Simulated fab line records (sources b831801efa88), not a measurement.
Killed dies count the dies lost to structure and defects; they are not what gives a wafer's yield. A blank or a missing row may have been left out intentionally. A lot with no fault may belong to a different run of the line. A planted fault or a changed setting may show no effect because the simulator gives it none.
Which of the tools did it?    flow gf180mcu    13 lots, 39 wafers sampled, at 3 steps of a route of 602

== WHAT THE GAUGES READ, wafer by wafer ==
GF_V1_OVL_MEAS_15.
lot   measured      on          V1_OVL (nm)
L203  day 18 03:24  overlay-01  -4 -9 -12
L204  day 18 07:45  overlay-01  -4 -7 -8
L205  day 18 13:49  overlay-02  3 1 -5
L206  day 19 06:16  overlay-01  0 -4 3
L207  day 19 18:42  overlay-02  0 -5 6
L208  day 20 01:53  overlay-01  2 10 12
L209  day 20 07:20  overlay-01  7 4 3
L210  day 21 06:05  overlay-02  2 5 0
L215  day 22 17:11  overlay-01  -5 5 -2
L216  day 23 00:58  overlay-02  10 6 6
L220  day 24 08:41  overlay-01  8 -8 5
L225  day 26 00:22  overlay-02  -2 -4 -2
L226  day 26 05:38  overlay-02  -3 -1 -3

== EACH LOT AND THE TOOL THAT RAN IT (in order: tool; ch and the chambers of the sampled wafers; start) ==
lot   GF_STI_WET_ETCH_27              GF_CONTACT_SPUTTER_23
L203  wet_bench-04 ch 3, day 2 06:52  pvd_sputter-04, day 16 03:12
L204  wet_bench-01 ch 2, day 2 09:23  pvd_sputter-02, day 16 08:32
L205  wet_bench-04 ch 0, day 2 13:35  pvd_sputter-01, day 16 12:37
L206  wet_bench-04 ch 0, day 2 20:16  pvd_sputter-02, day 17 04:01
L207  wet_bench-01 ch 0, day 3 02:20  pvd_sputter-02, day 17 16:26
L208  wet_bench-03 ch 3, day 3 09:01  pvd_sputter-01, day 17 23:37
L209  wet_bench-03 ch 1, day 3 11:31  pvd_sputter-04, day 18 04:33
L210  wet_bench-01 ch 3, day 3 19:26  pvd_sputter-01, day 18 20:17
L215  wet_bench-03 ch 1, day 4 17:49  pvd_sputter-02, day 20 14:56
L216  wet_bench-01 ch 2, day 4 23:15  pvd_sputter-01, day 21 00:01
L220  wet_bench-04 ch 2, day 5 20:34  pvd_sputter-04, day 22 08:53
L225  wet_bench-03 ch 0, day 7 01:02  pvd_sputter-01, day 24 03:02
L226  wet_bench-04 ch 3, day 7 07:18  pvd_sputter-02, day 24 09:23
- GF_STI_WET_ETCH_27: etches Si3N4 in H3PO4, target depth 160 nm, time 1825 s.
- GF_CONTACT_SPUTTER_23: material TiN, target thk 10 nm, time 40 s.

== AS READ BY THE TOOLS THEMSELVES (means over the sampled wafers that have a number; for cases with no such wafer, the mark the record gives instead) ==
GF_STI_WET_ETCH_27.
lot   tool          run_length_s (s)
L203  wet_bench-04  1852
L204  wet_bench-01  1850
L205  wet_bench-04  1850
L206  wet_bench-04  1850
L207  wet_bench-01  1852
L208  wet_bench-03  1851
L209  wet_bench-03  1850
L210  wet_bench-01  1851
L215  wet_bench-03  1850
L216  wet_bench-01  1724
L220  wet_bench-04  1859
L225  wet_bench-03  1858
L226  wet_bench-04  1859

GF_CONTACT_SPUTTER_23.
lot   tool            throttle_valve_pct (%)
L203  pvd_sputter-04  30.5
L204  pvd_sputter-02  30.1
L205  pvd_sputter-01  29.2
L206  pvd_sputter-02  30.5
L207  pvd_sputter-02  29.7
L208  pvd_sputter-01  29.3
L209  pvd_sputter-04  30.4
L210  pvd_sputter-01  29.0
L215  pvd_sputter-02  30.2
L216  pvd_sputter-01  28.7
L220  pvd_sputter-04  30.9
L225  pvd_sputter-01  28.4
L226  pvd_sputter-02  30.3

== THE ANSWER, worked out from the rows above alone ==
Rule: the lots themselves supply what counts as usual. The widest of any qualifying gaps counts: lots, ordered by their means at a reading, are off when they make up no more than a third of the lots, leave a main group of 4 or more, and stand apart from it by 3 or more times the standard deviation of that group's means. A main group is skipped when, at the precision printed for the reading in the tables above, its means are all equal. Also off: a lot with no number at a reading for which 4 or more lots have one. Any other lot the step has rows for is counted as sound. The gauges are gone through in route order, then the tools' own readings, and for those a lot's mean is taken as printed above. At the first step where some lot is off, the reading lying furthest off is the one used; lots without a number count as furthest.
Off, at GF_STI_WET_ETCH_27 on run_length_s: L216. The main group has a mean of 1853 s with a standard deviation of 3.5.
If a tool, at that step or one of the process steps before it, ran each lot that is off and ran no sound lot following the first of them, it fits. One candidate fits, namely wet_bench-01 at GF_STI_WET_ETCH_27. Its last sound lot is L210 (day 3 19:26), its first lot that is off L216 (day 4 23:15): a fault that began between those two fits.
The tool's own readings at GF_STI_WET_ETCH_27 bear it out: on the lots that are off they differ by more than 5 times the standard deviation of the sound lots' means. run_length_s reads 1724 s there against 1853 s on the sound lots.

== WHAT THE SIMULATOR HAD INSERTED ==
wet_bench-01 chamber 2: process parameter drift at GF_STI_WET_ETCH_27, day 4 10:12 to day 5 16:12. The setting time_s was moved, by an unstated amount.
Shown lots that were struck: L216. The rule above reached the same finding.
